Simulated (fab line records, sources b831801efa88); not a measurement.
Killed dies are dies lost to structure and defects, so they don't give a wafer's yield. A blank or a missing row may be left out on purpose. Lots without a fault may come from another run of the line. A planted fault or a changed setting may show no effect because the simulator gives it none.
Problem report in the 8D (eight disciplines) form, filled by code | flow gf180mcu | the parts of the form that need people (team, actions taken, sign-off) are left out

1. THE PROBLEM
time_to_endpoint_s at GF_STI_CMP_25 reads a mean of 245 s on 2 wafers of 1 lot; wafers without a fault read 124 s with a standard deviation of 4.4. That is +27 standard deviations from the usual mean.
The step: polishes, stops on Si3N4, t overpolish 33 s, target thk 524.6 nm.
First seen on wafer L138.3, day 2 18:56, on cmp-02. The record holds 39 wafers of 13 lots with a number at this step. Rule for "out", or "out of limits": more than 4 standard deviations from the usual mean. The other wafers with a number count as sound.

2. WHAT IT IS AND WHAT IT IS NOT
question                    | is                 | is not
which readings at this step | time_to_endpoint_s | motor_current_A, overpolish_run_s
which lots                  | L138               | L135, L136, L137, L139, L145, L150, L152, L154, L155, L156, L157, L158
which wafers of those lots  | L138.3, L138.5     | L138.6
read on which tools         | cmp-02             | cmp-01
when                        | from day 2 18:56   | up to then (10 sound wafers); but 27 sound wafers of L139, L145, L150, L152, L154, L155, L156, L157, L158 came after

3. SUSPECTS, AND WHAT RULES EACH OUT
Counting: a tool at a process step up to the reading stays a suspect if it ran every lot that is out. Sound lots after the first of them don't rule it out here, since some wafers of a struck lot are sound.
- cmp-02 at GF_STI_CMP_25 (polishes, stops on Si3N4, t overpolish 33 s, target thk 524.6 nm): kept. It ran the lot that is out, L138 (day 2 18:56); its last sound lot up to then is L137 (day 2 14:09). Its own readings are out on those wafers: time_to_endpoint_s.
- Within cmp-02 at GF_STI_CMP_25: the wafers that are out ran in chamber 2; their sound lot-mates ran in chamber 3.
Left after counting: cmp-02 at GF_STI_CMP_25.

4. THE CAUSE (what the simulator had put in)
Process parameter drift: cmp-02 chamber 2, from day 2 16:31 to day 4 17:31, at GF_STI_CMP_25. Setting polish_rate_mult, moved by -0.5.
Counting left only this tool.

5. THE CHAIN OF EFFECTS, in route order
Each row: a reading whose mean over the struck wafers that have a number lies more than 3 standard deviations from the usual. Only readings for which the record gives a usual standard deviation are gone through. hours: the time from each lot's start at the first step in this table that gives one to its start at this step, as a median over the lots. sigmas: the change in usual standard deviations.
hours | step          | reading            | usual | on struck wafers | change | sigmas
0     | GF_STI_CMP_25 | time_to_endpoint_s | 124 s | 245              | +121   | +27
The process steps in it:
- GF_STI_CMP_25: polishes, stops on Si3N4, t overpolish 33 s, target thk 524.6 nm.
Later measuring or inspecting steps at which every struck wafer that the step has a row for has a number for every such reading, and none has moved that far: GF_MVSD_OVL_MEAS_07, GF_VT_IMPLANT_TW_MEAS_10, GF_POLY_GATE_CD_MEAS_10.

6. WHAT WOULD HAVE CAUGHT IT SOONER
In this record the first reading out of limits was taken at day 2 18:56, 2 hours after the fault began at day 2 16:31.
